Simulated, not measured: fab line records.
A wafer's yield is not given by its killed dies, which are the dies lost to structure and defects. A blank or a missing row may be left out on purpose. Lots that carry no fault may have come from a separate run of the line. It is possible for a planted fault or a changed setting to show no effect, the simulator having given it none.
Which tool did it? / flow sky130 / Sampling: 9 lots, 27 wafers, 7 of 708 route steps

WHAT THE GAUGES SHOWED, per wafer
Not one reading of a measure or inspect step in the record can be checked against a usual standard deviation.

TOOL THAT RAN EACH LOT (tool first, then ch and the chambers of the sampled wafers, then the start)
lot=L884; SKY_VIA2_ETCH_14=rie-diel-04 ch 0,2,3, day 35 21:15; SKY_VIA2_ETCH_15=rie-diel-04 ch 0,2,3, day 35 21:17; SKY_VIA2_SPUTTER_20=pvd-sputter-02, day 35 21:59; SKY_METAL3_ETCH_16=rie-metal-02 ch 0, day 38 03:50; SKY_METAL3_ETCH_17=rie-diel-01 ch 1,2, day 38 03:55; SKY_METAL3_METAL_ETCH_18=rie-metal-04 ch 0,1, day 38 03:56; SKY_PAD_OPEN_PROBE_99=-
lot=L886; SKY_VIA2_ETCH_14=rie-diel-01 ch 1,2,3, day 36 18:09; SKY_VIA2_ETCH_15=rie-diel-01 ch 1,2,3, day 36 18:11; SKY_VIA2_SPUTTER_20=pvd-sputter-02, day 36 18:51; SKY_METAL3_ETCH_16=rie-metal-02 ch 0,1, day 39 00:25; SKY_METAL3_ETCH_17=rie-diel-01 ch 0,2,3, day 39 00:30; SKY_METAL3_METAL_ETCH_18=rie-metal-03 ch 0,1, day 39 00:31; SKY_PAD_OPEN_PROBE_99=-
lot=L887; SKY_VIA2_ETCH_14=rie-diel-04 ch 0,1,2, day 36 20:20; SKY_VIA2_ETCH_15=rie-diel-04 ch 0,1,2, day 36 20:23; SKY_VIA2_SPUTTER_20=pvd-sputter-01, day 36 21:02; SKY_METAL3_ETCH_16=rie-metal-02 ch 0,1, day 39 03:11; SKY_METAL3_ETCH_17=rie-diel-04 ch 0,2, day 39 03:17; SKY_METAL3_METAL_ETCH_18=rie-metal-03 ch 1, day 39 03:18; SKY_PAD_OPEN_PROBE_99=prober-01, day 46 05:47
lot=L888; SKY_VIA2_ETCH_14=rie-diel-01 ch 0,1,3, day 37 08:02; SKY_VIA2_ETCH_15=rie-diel-01 ch 0,1,3, day 37 08:04; SKY_VIA2_SPUTTER_20=pvd-sputter-04, day 37 08:44; SKY_METAL3_ETCH_16=rie-metal-02 ch 0,1, day 39 13:16; SKY_METAL3_ETCH_17=rie-diel-03 ch 0,1,2, day 39 13:22; SKY_METAL3_METAL_ETCH_18=rie-metal-04 ch 0,1, day 39 13:23; SKY_PAD_OPEN_PROBE_99=prober-02, day 46 14:35
lot=L889; SKY_VIA2_ETCH_14=rie-diel-04 ch 1,2,3, day 38 03:55; SKY_VIA2_ETCH_15=rie-diel-04 ch 1,2,3, day 38 03:58; SKY_VIA2_SPUTTER_20=pvd-sputter-04, day 38 04:37; SKY_METAL3_ETCH_16=rie-metal-03 ch 0, day 40 09:07; SKY_METAL3_ETCH_17=rie-diel-03 ch 2,3, day 40 09:13; SKY_METAL3_METAL_ETCH_18=rie-metal-04 ch 0,1, day 40 09:14; SKY_PAD_OPEN_PROBE_99=prober-01, day 47 06:40
lot=L892; SKY_VIA2_ETCH_14=rie-diel-02 ch 0,1,2, day 39 04:18; SKY_VIA2_ETCH_15=rie-diel-02 ch 0,1,2, day 39 04:21; SKY_VIA2_SPUTTER_20=pvd-sputter-04, day 39 05:00; SKY_METAL3_ETCH_16=rie-metal-02 ch 0,1, day 41 06:49; SKY_METAL3_ETCH_17=rie-diel-03 ch 0,2,3, day 41 06:54; SKY_METAL3_METAL_ETCH_18=rie-metal-04 ch 1, day 41 06:59; SKY_PAD_OPEN_PROBE_99=-
lot=L902; SKY_VIA2_ETCH_14=rie-diel-01 ch 0,2,3, day 42 02:45; SKY_VIA2_ETCH_15=rie-diel-01 ch 0,2,3, day 42 02:48; SKY_VIA2_SPUTTER_20=pvd-sputter-04, day 42 03:28; SKY_METAL3_ETCH_16=rie-metal-02 ch 0,1, day 44 02:05; SKY_METAL3_ETCH_17=rie-diel-01 ch 0,2,3, day 44 02:11; SKY_METAL3_METAL_ETCH_18=rie-metal-03 ch 0,1, day 44 02:12; SKY_PAD_OPEN_PROBE_99=-
lot=L906; SKY_VIA2_ETCH_14=rie-diel-04 ch 1,2,3, day 42 15:20; SKY_VIA2_ETCH_15=rie-diel-04 ch 1,2,3, day 42 15:22; SKY_VIA2_SPUTTER_20=pvd-sputter-01, day 42 16:02; SKY_METAL3_ETCH_16=rie-metal-02 ch 0,1, day 44 15:01; SKY_METAL3_ETCH_17=rie-diel-01 ch 0,1,2, day 44 15:07; SKY_METAL3_METAL_ETCH_18=rie-metal-04 ch 0,1, day 44 15:07; SKY_PAD_OPEN_PROBE_99=-
lot=L907; SKY_VIA2_ETCH_14=rie-diel-04 ch 0,1,3, day 42 23:27; SKY_VIA2_ETCH_15=rie-diel-04 ch 0,1,3, day 42 23:30; SKY_VIA2_SPUTTER_20=pvd-sputter-01, day 43 00:11; SKY_METAL3_ETCH_16=rie-metal-03 ch 0,1, day 44 22:47; SKY_METAL3_ETCH_17=rie-diel-01 ch 1,3, day 44 22:53; SKY_METAL3_METAL_ETCH_18=rie-metal-02 ch 0,1, day 44 22:54; SKY_PAD_OPEN_PROBE_99=-
- SKY_VIA2_ETCH_14: etches BARC in N2/H2, stops on SiO2, time 45.9 s, target depth 60 nm.
- SKY_VIA2_ETCH_15: etches SiO2 in C4F8/O2/Ar, stops on TiN, target depth 546 nm, time 84 s.
- SKY_VIA2_SPUTTER_20: material TiN, target thk 20 nm, time 80 s.
- SKY_METAL3_ETCH_16: etches BARC in N2/H2, stops on SiO2, time 88.2 s, target depth 60 nm.
- SKY_METAL3_ETCH_17: etches SiO2 in C4F8/O2/Ar, stops on TiN, time 3.9 s, target depth 15 nm.
- SKY_METAL3_METAL_ETCH_18: etches the open film in Cl2/BCl3, stops on SiO2, target depth 845 nm, time 183.1 s.
- SKY_PAD_OPEN_PROBE_99

AS READ BY THE TOOLS THEMSELVES (means over the sampled wafers that have a number; for cases with no such wafer, the mark the record gives instead)
SKY_VIA2_ETCH_14.
lot=L884; tool=rie-diel-04; bias-w (W)=99.9; chamber-pressure-mTorr (mTorr)=30.02; drypump-motor-current-A (A)=5.7; n2-flow-sccm (sccm)=99.99; oes-product-au (a.u.)=0.857; throttle-valve-pct (%)=13.230
lot=L886; tool=rie-diel-01; bias-w (W)=100.0; chamber-pressure-mTorr (mTorr)=30.01; drypump-motor-current-A (A)=6.1; n2-flow-sccm (sccm)=99.92; oes-product-au (a.u.)=0.852; throttle-valve-pct (%)=13.219
lot=L887; tool=rie-diel-04; bias-w (W)=99.7; chamber-pressure-mTorr (mTorr)=29.98; drypump-motor-current-A (A)=5.5; n2-flow-sccm (sccm)=100.15; oes-product-au (a.u.)=0.857; throttle-valve-pct (%)=13.222
lot=L888; tool=rie-diel-01; bias-w (W)=100.2; chamber-pressure-mTorr (mTorr)=30.01; drypump-motor-current-A (A)=5.9; n2-flow-sccm (sccm)=100.01; oes-product-au (a.u.)=0.854; throttle-valve-pct (%)=13.227
lot=L889; tool=rie-diel-04; bias-w (W)=100.1; chamber-pressure-mTorr (mTorr)=29.97; drypump-motor-current-A (A)=5.6; n2-flow-sccm (sccm)=100.20; oes-product-au (a.u.)=0.858; throttle-valve-pct (%)=13.227
lot=L892; tool=rie-diel-02; bias-w (W)=99.9; chamber-pressure-mTorr (mTorr)=30.00; drypump-motor-current-A (A)=5.7; n2-flow-sccm (sccm)=100.04; oes-product-au (a.u.)=0.855; throttle-valve-pct (%)=13.232
lot=L902; tool=rie-diel-01; bias-w (W)=100.2; chamber-pressure-mTorr (mTorr)=30.01; drypump-motor-current-A (A)=5.9; n2-flow-sccm (sccm)=100.23; oes-product-au (a.u.)=0.855; throttle-valve-pct (%)=13.221
lot=L906; tool=rie-diel-04; bias-w (W)=100.3; chamber-pressure-mTorr (mTorr)=29.97; drypump-motor-current-A (A)=5.6; n2-flow-sccm (sccm)=100.09; oes-product-au (a.u.)=0.850; throttle-valve-pct (%)=13.229
lot=L907; tool=rie-diel-04; bias-w (W)=100.1; chamber-pressure-mTorr (mTorr)=29.98; drypump-motor-current-A (A)=5.3; n2-flow-sccm (sccm)=100.06; oes-product-au (a.u.)=0.861; throttle-valve-pct (%)=13.227

SKY_VIA2_ETCH_15.
lot=L884; tool=rie-diel-04; bias-w (W)=1198; chamber-pressure-mTorr (mTorr)=40.01; oes-product-au (a.u.)=0.940
lot=L886; tool=rie-diel-01; bias-w (W)=1197; chamber-pressure-mTorr (mTorr)=39.99; oes-product-au (a.u.)=0.944
lot=L887; tool=rie-diel-04; bias-w (W)=1203; chamber-pressure-mTorr (mTorr)=40.02; oes-product-au (a.u.)=0.939
lot=L888; tool=rie-diel-01; bias-w (W)=1198; chamber-pressure-mTorr (mTorr)=40.04; oes-product-au (a.u.)=0.935
lot=L889; tool=rie-diel-04; bias-w (W)=1195; chamber-pressure-mTorr (mTorr)=39.96; oes-product-au (a.u.)=0.940
lot=L892; tool=rie-diel-02; bias-w (W)=1200; chamber-pressure-mTorr (mTorr)=40.03; oes-product-au (a.u.)=0.943
lot=L902; tool=rie-diel-01; bias-w (W)=1200; chamber-pressure-mTorr (mTorr)=39.97; oes-product-au (a.u.)=0.938
lot=L906; tool=rie-diel-04; bias-w (W)=1197; chamber-pressure-mTorr (mTorr)=39.99; oes-product-au (a.u.)=0.943
lot=L907; tool=rie-diel-04; bias-w (W)=1200; chamber-pressure-mTorr (mTorr)=40.00; oes-product-au (a.u.)=0.937

SKY_VIA2_SPUTTER_20.
lot=L884; tool=pvd-sputter-02; throttle-valve-pct (%)=30.5
lot=L886; tool=pvd-sputter-02; throttle-valve-pct (%)=30.1
lot=L887; tool=pvd-sputter-01; throttle-valve-pct (%)=30.1
lot=L888; tool=pvd-sputter-04; throttle-valve-pct (%)=29.1
lot=L889; tool=pvd-sputter-04; throttle-valve-pct (%)=29.0
lot=L892; tool=pvd-sputter-04; throttle-valve-pct (%)=29.4
lot=L902; tool=pvd-sputter-04; throttle-valve-pct (%)=29.8
lot=L906; tool=pvd-sputter-01; throttle-valve-pct (%)=29.5
lot=L907; tool=pvd-sputter-01; throttle-valve-pct (%)=29.5

SKY_METAL3_ETCH_16.
lot=L884; tool=rie-metal-02; bias-w (W)=100.05; chamber-pressure-mTorr (mTorr)=30.021; drypump-motor-current-A (A)=5.9; n2-flow-sccm (sccm)=100.16; oes-product-au (a.u.)=0.621; throttle-valve-pct (%)=13.206
lot=L886; tool=rie-metal-02; bias-w (W)=99.90; chamber-pressure-mTorr (mTorr)=30.012; drypump-motor-current-A (A)=5.9; n2-flow-sccm (sccm)=100.13; oes-product-au (a.u.)=0.625; throttle-valve-pct (%)=13.210
lot=L887; tool=rie-metal-02; bias-w (W)=-; chamber-pressure-mTorr (mTorr)=-; drypump-motor-current-A (A)=-; n2-flow-sccm (sccm)=-; oes-product-au (a.u.)=-; throttle-valve-pct (%)=-
lot=L888; tool=rie-metal-02; bias-w (W)=-; chamber-pressure-mTorr (mTorr)=-; drypump-motor-current-A (A)=-; n2-flow-sccm (sccm)=-; oes-product-au (a.u.)=-; throttle-valve-pct (%)=-
lot=L889; tool=rie-metal-03; bias-w (W)=-; chamber-pressure-mTorr (mTorr)=-; drypump-motor-current-A (A)=-; n2-flow-sccm (sccm)=-; oes-product-au (a.u.)=-; throttle-valve-pct (%)=-
lot=L892; tool=rie-metal-02; bias-w (W)=99.70; chamber-pressure-mTorr (mTorr)=30.006; drypump-motor-current-A (A)=5.9; n2-flow-sccm (sccm)=99.98; oes-product-au (a.u.)=0.628; throttle-valve-pct (%)=13.201
lot=L902; tool=rie-metal-02; bias-w (W)=99.90; chamber-pressure-mTorr (mTorr)=30.005; drypump-motor-current-A (A)=5.9; n2-flow-sccm (sccm)=99.89; oes-product-au (a.u.)=0.622; throttle-valve-pct (%)=13.206
lot=L906; tool=rie-metal-02; bias-w (W)=99.79; chamber-pressure-mTorr (mTorr)=29.991; drypump-motor-current-A (A)=6.0; n2-flow-sccm (sccm)=99.85; oes-product-au (a.u.)=0.625; throttle-valve-pct (%)=13.202
lot=L907; tool=rie-metal-03; bias-w (W)=100.15; chamber-pressure-mTorr (mTorr)=30.018; drypump-motor-current-A (A)=5.2; n2-flow-sccm (sccm)=99.92; oes-product-au (a.u.)=0.626; throttle-valve-pct (%)=13.204

SKY_METAL3_ETCH_17.
lot=L884; tool=rie-diel-01; bias-w (W)=1198; chamber-pressure-mTorr (mTorr)=40.01; oes-product-au (a.u.)=0.752
lot=L886; tool=rie-diel-01; bias-w (W)=1198; chamber-pressure-mTorr (mTorr)=39.98; oes-product-au (a.u.)=0.760
lot=L887; tool=rie-diel-04; bias-w (W)=1200; chamber-pressure-mTorr (mTorr)=39.97; oes-product-au (a.u.)=0.375
lot=L888; tool=rie-diel-03; bias-w (W)=1197; chamber-pressure-mTorr (mTorr)=39.99; oes-product-au (a.u.)=0.380
lot=L889; tool=rie-diel-03; bias-w (W)=1202; chamber-pressure-mTorr (mTorr)=39.99; oes-product-au (a.u.)=0.374
lot=L892; tool=rie-diel-03; bias-w (W)=1204; chamber-pressure-mTorr (mTorr)=39.98; oes-product-au (a.u.)=0.749
lot=L902; tool=rie-diel-01; bias-w (W)=1201; chamber-pressure-mTorr (mTorr)=40.03; oes-product-au (a.u.)=0.752
lot=L906; tool=rie-diel-01; bias-w (W)=1201; chamber-pressure-mTorr (mTorr)=39.99; oes-product-au (a.u.)=0.744
lot=L907; tool=rie-diel-01; bias-w (W)=1202; chamber-pressure-mTorr (mTorr)=40.04; oes-product-au (a.u.)=0.752

SKY_METAL3_METAL_ETCH_18.
lot=L884; tool=rie-metal-04; bcl3-flow-sccm (sccm)=30.03; bias-w (W)=48.57; drypump-motor-current-A (A)=5.9; mfc-cl2-sccm (sccm)=60.03; oes-product-au (a.u.)=0.862; throttle-valve-pct (%)=22.268
lot=L886; tool=rie-metal-03; bcl3-flow-sccm (sccm)=29.89; bias-w (W)=48.48; drypump-motor-current-A (A)=5.2; mfc-cl2-sccm (sccm)=59.94; oes-product-au (a.u.)=0.867; throttle-valve-pct (%)=22.268
lot=L887; tool=rie-metal-03; bcl3-flow-sccm (sccm)=29.93; bias-w (W)=48.40; drypump-motor-current-A (A)=5.0; mfc-cl2-sccm (sccm)=59.89; oes-product-au (a.u.)=0.369; throttle-valve-pct (%)=22.267
lot=L888; tool=rie-metal-04; bcl3-flow-sccm (sccm)=29.98; bias-w (W)=48.57; drypump-motor-current-A (A)=5.4; mfc-cl2-sccm (sccm)=59.88; oes-product-au (a.u.)=0.374; throttle-valve-pct (%)=22.273
lot=L889; tool=rie-metal-04; bcl3-flow-sccm (sccm)=29.95; bias-w (W)=48.55; drypump-motor-current-A (A)=5.4; mfc-cl2-sccm (sccm)=60.15; oes-product-au (a.u.)=0.375; throttle-valve-pct (%)=22.268
lot=L892; tool=rie-metal-04; bcl3-flow-sccm (sccm)=30.02; bias-w (W)=48.63; drypump-motor-current-A (A)=4.9; mfc-cl2-sccm (sccm)=60.16; oes-product-au (a.u.)=0.866; throttle-valve-pct (%)=22.261
lot=L902; tool=rie-metal-03; bcl3-flow-sccm (sccm)=30.05; bias-w (W)=48.54; drypump-motor-current-A (A)=5.4; mfc-cl2-sccm (sccm)=59.98; oes-product-au (a.u.)=0.865; throttle-valve-pct (%)=22.264
lot=L906; tool=rie-metal-04; bcl3-flow-sccm (sccm)=30.11; bias-w (W)=48.50; drypump-motor-current-A (A)=5.4; mfc-cl2-sccm (sccm)=59.99; oes-product-au (a.u.)=0.864; throttle-valve-pct (%)=22.258
lot=L907; tool=rie-metal-02; bcl3-flow-sccm (sccm)=29.99; bias-w (W)=48.61; drypump-motor-current-A (A)=5.9; mfc-cl2-sccm (sccm)=60.07; oes-product-au (a.u.)=0.857; throttle-valve-pct (%)=22.261

SKY_PAD_OPEN_PROBE_99.
lot=L887; tool=prober-01; defect-limited-yield (%)=0.0; killed_at_M0_to_M3=454; killed_at_M4_up=3.3; killed-at-contacts=19; killed-at-front-end=15; killed-at-other=0.7; killed-dies=492; killed-on-rim=96; killed-open=45; killed-short=36; sort_bin_3_pad_short (%)=0.9; sort_bin_5_function (%)=92.3; sort_bin_6_memory (%)=6.8; sort-n-pass=0; sort-yield-pct (%)=0.0
lot=L888; tool=prober-02; defect-limited-yield (%)=0.0; killed_at_M0_to_M3=456; killed_at_M4_up=3.0; killed-at-contacts=20; killed-at-front-end=12; killed-at-other=1.0; killed-dies=492; killed-on-rim=96; killed-open=35; killed-short=36; sort_bin_3_pad_short (%)=0.9; sort_bin_5_function (%)=93.2; sort_bin_6_memory (%)=5.9; sort-n-pass=0; sort-yield-pct (%)=0.0
lot=L889; tool=prober-01; defect-limited-yield (%)=0.0; killed_at_M0_to_M3=446; killed_at_M4_up=1.0; killed-at-contacts=27; killed-at-front-end=17; killed-at-other=1.0; killed-dies=492; killed-on-rim=96; killed-open=52; killed-short=40; sort_bin_3_pad_short (%)=0.9; sort_bin_5_function (%)=92.8; sort_bin_6_memory (%)=6.3; sort-n-pass=0; sort-yield-pct (%)=0.0

THE ANSWER, worked out from the rows above alone
Rule: the usual values come from the lots themselves. Put in order of their means at a reading, lots are off if they are a third of the lots or fewer, leave a main group of 4 or more, and stand apart from it by a gap of 3 or more times the standard deviation of the main group's means; of several such gaps the widest counts. If all means in a main group match to the digits the tables above print for the reading, that group is not used. A lot without any number at a reading at which 4 lots or more have one is off too. Any other lot the step has rows for is counted as sound. First the gauges in route order, then the tools' own readings, where a lot's mean is used as printed above. The first step at which some lot is off is used, and at that step the reading that is off furthest; a lot without a number counts as furthest.
Off at SKY_METAL3_ETCH_16 (bias-w): L887, L888, L889. Without a number there: L887, L888, L889. Mean 99.92 W and standard deviation 0.15 in the main group.
A tool fits if, at that step or a process step before it, it ran every lot that is off, and no sound lot after the first of them. Not one of the candidates tried fits.

WHAT THE SIMULATOR HAD PUT IN
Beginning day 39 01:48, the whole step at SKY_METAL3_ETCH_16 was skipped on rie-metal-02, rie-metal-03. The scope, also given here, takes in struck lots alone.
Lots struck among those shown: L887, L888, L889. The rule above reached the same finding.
